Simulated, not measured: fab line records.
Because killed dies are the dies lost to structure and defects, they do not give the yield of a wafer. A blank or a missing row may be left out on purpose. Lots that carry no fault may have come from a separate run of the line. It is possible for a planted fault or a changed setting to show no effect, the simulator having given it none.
Chamber matching || flow gf180mcu || GF_V5_CMP_26 on cmp-02: 4 sister chambers
The step polishes, stops on SiO2, t overpolish 15 s, target thk 0 nm. 8 wafers are shown with their chamber, then 10 later ones without.

== WAFERS, EACH WITH ITS CHAMBER ==
{"wafer": "L104.3", "chamber": 3, "motor-current-A (A)": 13.6, "time-to-endpoint-s (s)": 89.9}
{"wafer": "L105.4", "chamber": 2, "motor-current-A (A)": 12.3, "time-to-endpoint-s (s)": 86.8}
{"wafer": "L105.6", "chamber": 0, "motor-current-A (A)": 11.9, "time-to-endpoint-s (s)": 90.6}
{"wafer": "L107.1", "chamber": 0, "motor-current-A (A)": 12.3, "time-to-endpoint-s (s)": 84.0}
{"wafer": "L107.4", "chamber": 1, "motor-current-A (A)": 10.6, "time-to-endpoint-s (s)": 83.6}
{"wafer": "L107.6", "chamber": 2, "motor-current-A (A)": 13.1, "time-to-endpoint-s (s)": 86.0}
{"wafer": "L108.2", "chamber": 3, "motor-current-A (A)": 13.8, "time-to-endpoint-s (s)": 85.5}
{"wafer": "L108.3", "chamber": 1, "motor-current-A (A)": 9.8, "time-to-endpoint-s (s)": 79.9}

== WAFERS MISSING THEIR CHAMBER ==
{"wafer": "L108.5", "motor-current-A (A)": 13.6, "time-to-endpoint-s (s)": 84.6}
{"wafer": "L109.1", "motor-current-A (A)": 14.5, "time-to-endpoint-s (s)": 85.9}
{"wafer": "L109.3", "motor-current-A (A)": 10.6, "time-to-endpoint-s (s)": 82.8}
{"wafer": "L109.5", "motor-current-A (A)": 13.5, "time-to-endpoint-s (s)": 87.7}
{"wafer": "L110.3", "motor-current-A (A)": 13.7, "time-to-endpoint-s (s)": 84.8}
{"wafer": "L110.5", "motor-current-A (A)": 13.6, "time-to-endpoint-s (s)": 85.7}
{"wafer": "L110.6", "motor-current-A (A)": 12.5, "time-to-endpoint-s (s)": 82.9}
{"wafer": "L111.1", "motor-current-A (A)": 10.6, "time-to-endpoint-s (s)": 82.7}
{"wafer": "L111.5", "motor-current-A (A)": 14.2, "time-to-endpoint-s (s)": 85.0}
{"wafer": "L111.6", "motor-current-A (A)": 12.6, "time-to-endpoint-s (s)": 85.2}

== WHICH CHAMBER EACH ONE RAN IN ==
{"wafer": "L108.5", "from the rows above": "can't be placed: 3 or 2", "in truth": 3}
{"wafer": "L109.1", "from the rows above": 3, "in truth": 3}
{"wafer": "L109.3", "from the rows above": 1, "in truth": 1}
{"wafer": "L109.5", "from the rows above": "can't be placed: 3 or 2", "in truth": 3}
{"wafer": "L110.3", "from the rows above": "can't be placed: 3 or 2", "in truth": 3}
{"wafer": "L110.5", "from the rows above": "can't be placed: 3 or 2", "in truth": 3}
{"wafer": "L110.6", "from the rows above": "can't be placed: 2 or 0 or 3", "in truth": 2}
{"wafer": "L111.1", "from the rows above": 1, "in truth": 1}
{"wafer": "L111.5", "from the rows above": 3, "in truth": 3}
{"wafer": "L111.6", "from the rows above": "can't be placed: 2 or 0", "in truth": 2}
Correct placement for 4 of the 10. These rows do not allow placing 6 (true chamber among the candidates in 6). Placed wrongly: 0.
How it was worked out, from the rows above alone: a wafer's distance from a chamber is the root of the sum, over the readings, of the square of ((its reading less the chamber's mean) divided by the reading's scatter). The wafer belongs to the nearest chamber; if the next one is less than 2 further off, it can't be placed. Each chamber's mean is taken over the wafers shown for it. The scatter is the square root of a quotient: the sum, over the shown wafers, of each reading's squared deviation from its chamber's mean, divided by wafers minus chambers.
